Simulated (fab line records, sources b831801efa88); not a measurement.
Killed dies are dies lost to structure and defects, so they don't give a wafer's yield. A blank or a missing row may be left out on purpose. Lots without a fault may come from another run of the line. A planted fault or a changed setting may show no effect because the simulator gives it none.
fab line records | flow gf180mcu
record lots=6 wafers=18 last_day=33
route steps=602 shown SAB@277 SALICIDE@278 CONTACT@287
lots that met no fault: from a run of the same line without faults
start_h: hours from the record's first day to the start of the lot's first wafer shown | wait_h: hours since the lot's step before | " the same as in the row above | L1.1+2: a row that stands for several wafers | - no value, or no start given | * or withheld: withheld | < > ~ a bound
route shown NAME@n: a module of which the file shows steps, and the number in the route of the first | usual: mean/standard deviation of fault-free wafers | same: alike in all rows | chamber/n: place in a boat | sites: the reading at each site | _std_site: their standard deviation | _edge_site: outer sites' mean less inner sites' | radius_mm: how far each site lies from the wafer's centre | mask NAME#n: copy n | behind: the tool/chamber that last shaped the wafer | hold: why the lot was held/for how many hours/how that ended | device: the transistor (n, p or np) that didn't switch | end of line: the same wafers' tests at the end of the route | a step without rows: its recipe alone | killed: dies lost to structure and defects at the first sort, not the wafer's yield | map: a wafer's dies, x killed, . not, _ none there
set.NAME: the setting as run; set.NAME@STEP: as run at that earlier step | model.NAME: the simulator's own value behind a step, which no gauge read
lots at some steps of the route; a table a step, a row a wafer
services: from which hour (start_h, from the record's first day; less than 0 if before it) a tool's chamber was out of use, for how many hours, and why
## steps
# step GF_SAB_STRIP_13
# recipe chemistry=O2/N2 power_w=1400 pressure_mtorr=1500 platen_temp_c=250 o2_flow_sccm=3000 n2_flow_sccm=300 overash_fraction=0.5
# usual drypump_motor_current_A=5.9/0.42 heater_power_w=354/46 n2_flow_sccm=300.0/0.87 oes_product_au=0.709/0.0043 strip_time_to_endpoint_s=12.63/0.035
# columns lot.wafer tool chamber start_h wait_h drypump_motor_current_A heater_power_w n2_flow_sccm oes_product_au rf_hours_counter_h strip_time_to_endpoint_s
L309.2 plasma_asher-02 0 401.71 0.0 5.8 360 300.7 0.707 27 12.63
L309.3 " 1 " " 6.3 419 299.4 0.717 - 12.59
L309.5 " 1 " " 6.4 409 300.1 0.704 - 12.63
L314.2 plasma_asher-02 0 442.30 0.0 5.8 347 299.2 0.706 32 12.61
L314.5 " 0 " " 5.8 343 299.5 0.708 - 12.60
L314.6 " 1 " " 6.3 424 300.5 0.713 - 12.62
L316.1 plasma_asher-02 0 462.72 0.0 5.7 343 297.7 0.712 34 12.60
L316.3 " 1 " " 6.3 411 301.4 0.709 - 12.59
L316.5 " 0 " " 5.8 346 299.2 0.705 - 12.58
L317.4 plasma_asher-03 0 473.49 0.0 6.4 321 300.1 0.702 - 12.57
L317.5 " 1 " " 5.2 285 300.0 0.715 - 12.61
L317.6 " 0 " " 6.4 317 301.1 0.711 - 12.61
L321.2 plasma_asher-03 1 502.26 0.0 5.2 292 297.9 0.704 73 12.67
L321.3 " 0 " " 6.4 321 299.6 0.711 - 12.68
L321.6 " 0 " " 6.4 325 299.9 0.716 - 12.64
L322.4 plasma_asher-03 1 511.29 0.0 5.2 282 302.7 0.707 - 12.70
L322.5 " 1 " " 5.2 288 300.5 0.717 - 12.63
L322.6 " 0 " " 6.4 327 298.8 0.711 - 12.68
# step GF_SALICIDE_CLEAN_00
# recipe chemistry=SC1/SC2 mix=1:4:20 temp_c=70 time_s=150
# step GF_SALICIDE_WET_ETCH_01
# recipe chemistry=dHF target_depth_nm=5 dry=ipa_marangoni target=SiO2 temp_c=25 dilution=100:1 time_s=100
# step GF_SALICIDE_SPUTTER_02
# recipe material=Co target_thk_nm=10 power_w=1000 time_s=20 chamber_pressure_pa=0.4
# usual throttle_valve_pct=29.8/0.99
# same time_s=20
# columns lot.wafer tool chamber start_h wait_h throttle_valve_pct
L309.2 pvd_sputter-01 - 401.94 0.0 29.8
L309.3 " - " " 30.7
L309.5 " - " " 28.1
L314.2 pvd_sputter-02 - 442.48 0.0 29.5
L314.5 " - " " 28.3
L314.6 " - " " 28.3
L316.1 pvd_sputter-01 - 462.91 0.0 29.5
L316.3 " - " " 28.0
L316.5 " - " " 30.8
L317.4 pvd_sputter-01 - 473.65 0.0 30.0
L317.5 " - " " 30.0
L317.6 " - " " 28.2
L321.2 pvd_sputter-02 - 502.49 0.0 30.6
L321.3 " - " " 29.5
L321.6 " - " " 28.6
L322.4 pvd_sputter-02 - 511.50 0.0 28.3
L322.5 " - " " 30.5
L322.6 " - " " 28.3
# step GF_SALICIDE_SPUTTER_03
# recipe material=TiN target_thk_nm=20 power_w=6500 time_s=16.7 chamber_pressure_pa=0.4
# usual throttle_valve_pct=29.8/0.99
# same time_s=16.7
# columns lot.wafer tool chamber start_h wait_h throttle_valve_pct
L309.2 pvd_sputter-01 - 401.97 0.0 29.9
L309.3 " - " " 30.9
L309.5 " - " " 28.3
L314.2 pvd_sputter-02 - 442.51 0.0 29.2
L314.5 " - " " 28.2
L314.6 " - " " 28.4
L316.1 pvd_sputter-01 - 462.94 0.0 30.0
L316.3 " - " " 28.4
L316.5 " - " " 30.9
L317.4 pvd_sputter-01 - 473.68 0.0 30.2
L317.5 " - " " 29.8
L317.6 " - " " 28.3
L321.2 pvd_sputter-02 - 502.52 0.0 30.8
L321.3 " - " " 29.6
L321.6 " - " " 28.3
L322.4 pvd_sputter-02 - 511.52 0.0 28.3
L322.5 " - " " 30.6
L322.6 " - " " 28.5
# step GF_SALICIDE_RS_MEAS_04
# recipe thk_meas_gauge=four-point-probe reads=TiN_of_SALICIDE_SPUTTER_03+Co_of_SALICIDE_SPUTTER_02
# usual SALICIDE_TIN_RS=16.5/0.43
# columns lot.wafer tool chamber start_h wait_h SALICIDE_TIN_RS[ohm/sq]
L309.2 film_metro-01 - 402.02 0.0 16.7
L309.3 " - " " 16.8
L309.5 " - " " 16.0
L314.2 film_metro-01 - 442.56 0.0 16.6
L314.5 " - " " 15.9
L314.6 " - " " 16.9
L316.1 film_metro-02 - 462.97 0.0 16.8
L316.3 " - " " 16.3
L316.5 " - " " 16.9
L317.4 film_metro-02 - 473.76 0.1 16.5
L317.5 " - " " 16.8
L317.6 " - " " 16.5
L321.2 film_metro-01 - 502.57 0.0 16.2
L321.3 " - " " 16.5
L321.6 " - " " 15.9
L322.4 film_metro-01 - 511.61 0.1 15.5
L322.5 " - " " 15.8
L322.6 " - " " 16.2
# step GF_SALICIDE_THK_MEAS_05
# recipe thk_meas_gauge=xrf reads=TiN_of_SALICIDE_SPUTTER_03
# usual SALICIDE_TIN_THK=20.27/0.29
# columns lot.wafer tool chamber start_h wait_h SALICIDE_TIN_THK[nm]
L309.2 film_metro-01 - 402.13 0.1 20.11
L309.3 " - " " 20.23
L309.5 " - " " 20.37
L314.2 film_metro-01 - 442.67 0.1 20.00
L314.5 " - " " 20.18
L314.6 " - " " 19.95
L316.1 film_metro-02 - 463.09 0.1 20.21
L316.3 " - " " 20.62
L316.5 " - " " 20.38
L317.4 film_metro-02 - 473.85 0.1 20.18
L317.5 " - " " 20.01
L317.6 " - " " 20.40
L321.2 film_metro-01 - 502.68 0.1 19.94
L321.3 " - " " 20.00
L321.6 " - " " 20.28
L322.4 film_metro-01 - 511.70 0.1 20.64
L322.5 " - " " 20.31
L322.6 " - " " 20.43
# step GF_SALICIDE_RTA_06
# recipe temp_c=530 time_s=30 ambient=N2
# usual lamp_power_pct=5.662/0.0067 wafer_temp_C_max=533.3/1.1
# same time_s=30
# columns lot.wafer tool chamber start_h wait_h lamp_power_pct wafer_temp_C_max
L309.2 rtp_anneal-02 0 402.19 0.1 5.660 534.2
L309.3 " 0 " " 5.665 533.7
L309.5 " 0 " " 5.662 534.4
L314.2 rtp_anneal-02 0 442.73 0.1 5.664 533.8
L314.5 " 0 " " 5.658 534.3
L314.6 " 0 " " 5.666 533.4
L316.1 rtp_anneal-02 0 463.15 0.1 5.665 534.2
L316.3 " 0 " " 5.669 533.4
L316.5 " 0 " " 5.665 533.8
L317.4 rtp_anneal-02 0 473.93 0.1 5.666 532.5
L317.5 " 0 " " 5.669 533.9
L317.6 " 0 " " 5.667 534.6
L321.2 rtp_anneal-02 0 502.74 0.1 5.672 534.3
L321.3 " 0 " " 5.667 533.7
L321.6 " 0 " " 5.668 534.7
L322.4 rtp_anneal-01 0 511.78 0.1 5.655 533.0
L322.5 " 0 " " 5.666 532.8
L322.6 " 0 " " 5.649 532.8
# step GF_SALICIDE_WET_ETCH_07
# recipe chemistry=SPM target_depth_nm=120 dry=n2_spin
# step GF_SALICIDE_RTA_08
# recipe temp_c=800 time_s=30 ambient=N2
# usual lamp_power_pct=15.719/0.017 wafer_temp_C_max=804.6/1.5
# same time_s=30
# columns lot.wafer tool chamber start_h wait_h lamp_power_pct wafer_temp_C_max
L309.2 rtp_anneal-01 0 402.39 0.0 15.719 803.5
L309.3 " 0 " " 15.711 802.9
L309.5 " 0 " " 15.703 802.9
L314.2 rtp_anneal-01 0 442.92 0.0 15.683 803.2
L314.5 " 0 " " 15.706 802.7
L314.6 " 0 " " 15.694 803.3
L316.1 rtp_anneal-01 0 463.35 0.0 15.732 803.4
L316.3 " 0 " " 15.705 803.4
L316.5 " 0 " " 15.712 804.0
L317.4 rtp_anneal-01 0 474.13 0.1 15.725 803.8
L317.5 " 0 " " 15.703 803.4
L317.6 " 0 " " 15.708 803.5
L321.2 rtp_anneal-01 0 503.03 0.0 15.688 803.3
L321.3 " 0 " " 15.702 803.2
L321.6 " 0 " " 15.707 803.2
L322.4 rtp_anneal-02 0 512.06 0.1 15.723 805.6
L322.5 " 0 " " 15.748 804.4
L322.6 " 0 " " 15.735 804.7
# step GF_CONTACT_CVD_00
# recipe material=SiO2 target_thk_nm=300 sigma_open_frac=0.3 temp_c=400 time_s=50 sih4_flow_sccm=60 pressure_mtorr=6
# step GF_CONTACT_THK_MEAS_01
# recipe reads=SiO2_of_CONTACT_CVD_00
# usual CONTACT_CVD_00_THK=299/4
# columns lot.wafer tool chamber start_h wait_h CONTACT_CVD_00_THK[nm]
L309.2 film_metro-03 - 402.52 0.0 298
L309.3 " - " " 304
L309.5 " - " " 306
L314.2 film_metro-01 - 443.06 0.0 301
L314.5 " - " " 306
L314.6 " - " " 304
L316.1 film_metro-03 - 463.49 0.0 300
L316.3 " - " " 301
L316.5 " - " " 298
L317.4 film_metro-04 - 474.25 0.0 301
L317.5 " - " " 300
L317.6 " - " " 304
L321.2 film_metro-04 - 503.16 0.0 301
L321.3 " - " " 301
L321.6 " - " " 305
L322.4 film_metro-03 - 512.19 0.0 306
L322.5 " - " " 304
L322.6 " - " " 302
# step GF_CONTACT_CVD_02
# recipe material=SiO2 target_thk_nm=860 precursor=TEOS temp_c=400 time_s=95.992 rf_w=600
# usual heater_power_w=697/78
# columns lot.wafer tool chamber start_h wait_h heater_power_w model.SiO2_of_CONTACT_CVD_02.thk_nm
L309.2 pecvd-04 0 402.57 0.0 648 837
L309.3 " 1 " " 681 856.9
L309.5 " 2 " " 915 1151
L314.2 pecvd-04 2 443.11 0.0 894 1128
L314.5 " 0 " " 614 850.9
L314.6 " 1 " " 538 863.5
L316.1 pecvd-03 0 463.55 0.1 642 860.7
L316.3 " 2 " " 662 855.4
L316.5 " 2 " " 719 877.8
L317.4 pecvd-01 1 474.32 0.1 657 883.7
L317.5 " 0 " " 749 889.4
L317.6 " 2 " " 647 880.4
L321.2 pecvd-01 0 503.21 0.0 762 868.4
L321.3 " 1 " " 752 845.8
L321.6 " 1 " " 801 865
L322.4 pecvd-04 2 512.25 0.1 923 867
L322.5 " 0 " " 732 862.5
L322.6 " 1 " " 695 873.2
# step GF_CONTACT_THK_MEAS_03
# recipe reads=SiO2_of_CONTACT_CVD_02
# usual CONTACT_CVD_02_THK=862/14
# columns lot.wafer tool chamber start_h wait_h CONTACT_CVD_02_THK[nm]
L309.2 film_metro-01 - 402.65 0.0 836
L309.3 " - " " 858
L309.5 " - " " 1150
L314.2 film_metro-01 - 443.19 0.0 1127
L314.5 " - " " 851
L314.6 " - " " 863
L316.1 film_metro-01 - 463.62 0.0 860
L316.3 " - " " 855
L316.5 " - " " 878
L317.4 film_metro-01 - 474.38 0.0 884
L317.5 " - " " 889
L317.6 " - " " 880
L321.2 film_metro-01 - 503.29 0.0 869
L321.3 " - " " 846
L321.6 " - " " 865
L322.4 film_metro-03 - 512.32 0.0 867
L322.5 " - " " 863
L322.6 " - " " 874
# step GF_CONTACT_CMP_04
# recipe material=SiO2 down_force_psi=4 platen_rpm=60 pad_velocity_m_s=0.94248
# usual motor_current_A=12.6/1.3 time_to_endpoint_s=113/7.4
# columns lot.wafer tool chamber start_h wait_h motor_current_A time_to_endpoint_s
L309.3 cmp-02 1 402.70 0.0 13.4 111
L309.2 " 3 " " 14.7 111
L309.5 " 1 " " 13.1 214
L314.2 cmp-01 3 443.24 0.0 11.1 212
L314.5 " 3 " " 11.6 105
L314.6 " 0 " " 12.0 115
L316.1 cmp-01 1 463.68 0.1 11.5 103
L316.3 " 2 " " 10.7 102
L316.5 " 1 " " 12.4 110
L317.4 cmp-02 1 474.56 0.2 12.9 118
L317.5 " 2 " " 12.1 124
L317.6 " 3 " " 15.3 129
L321.3 cmp-02 1 503.44 0.1 13.1 105
L321.2 " 2 " " 12.3 118
L321.6 " 0 " " 12.3 114
L322.4 cmp-02 2 512.45 0.1 11.7 122
L322.5 " 0 " " 12.6 118
L322.6 " 1 " " 14.0 117
# step GF_CONTACT_BOW_MEAS_05
# recipe mode=bow
# usual CONTACT_BOW=66/6.9
# columns lot.wafer tool chamber start_h wait_h CONTACT_BOW[um]
L309.2 film_metro-01 - 403.02 0.2 59
L309.3 " - " " 66
L309.5 " - " " 52
L314.2 film_metro-03 - 443.56 0.3 77
L314.5 " - " " 61
L314.6 " - " " 63
L316.1 film_metro-01 - 463.98 0.2 76
L316.3 " - " " 72
L316.5 " - " " 69
L317.4 film_metro-04 - 474.77 0.2 71
L317.5 " - " " 66
L317.6 " - " " 75
L321.2 film_metro-04 - 503.66 0.1 67
L321.3 " - " " 70
L321.6 " - " " 52
L322.4 film_metro-04 - 512.71 0.2 58
L322.5 " - " " 57
L322.6 " - " " 56
## services
# columns tool chamber start_h hours kind
pecvd-01 2 378.72 8.7 repair
pecvd-03 - 381.93 14.6 pm
pecvd-04 0 382.88 - clean
pecvd-04 1 382.88 - clean
pecvd-04 2 382.88 - clean
cmp-02 - 384.74 1.3 repair
cmp-02 - 389.56 6.0 pm
pecvd-03 1 396.92 9.3 repair
cmp-01 - 410.53 4.0 pm
cmp-01 - 414.53 - consumable_replace:conditioner
cmp-01 - 414.53 - consumable_replace:pad
cmp-01 - 418.77 0.4 repair
plasma_asher-02 - 428.39 2.3 repair
pecvd-01 0 431.84 6.0 repair
pecvd-03 - 437.69 1.4 repair
pecvd-01 2 459.77 14.2 repair
cmp-01 - 478.38 0.2 repair
cmp-01 - 481.09 0.7 repair
plasma_asher-02 - 481.29 0.5 repair
pecvd-04 1 487.94 17.4 repair
pvd_sputter-01 - 494.22 2.5 repair
pecvd-04 - 499.78 0.8 repair
## key
first_sign step=GF_CONTACT_THK_MEAS_03 reading=CONTACT_CVD_02_THK direction=up sigmas=20 usual=862 struck=1139
effect step=GF_CONTACT_CMP_04 reading=time_to_endpoint_s direction=up sigmas=14 usual=* struck=*
model_effect step=GF_CONTACT_CVD_02 value=SiO2_of_CONTACT_CVD_02.thk_nm without=860.2 struck=1139
met_at GF_CONTACT_CVD_02
struck_wafers L309.5,L314.2
tester_left_out L309,L314
fault kind=process_parameter_drift tool=pecvd-04 chamber=2 onset_h=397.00 steps=GF_CONTACT_CVD_02 channel=target_thk_nm offset=279.08 shape=step end_h=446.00 acts_in=these_recipes_only stated=860
# tester_left_out: of these lots the tester's yield and bins aren't shown, on N5 and GAA mostly nor the transistor test; their killed dies are dies lost to structure and defects alone, not to doping, threshold or leakage, so they don't give the yield
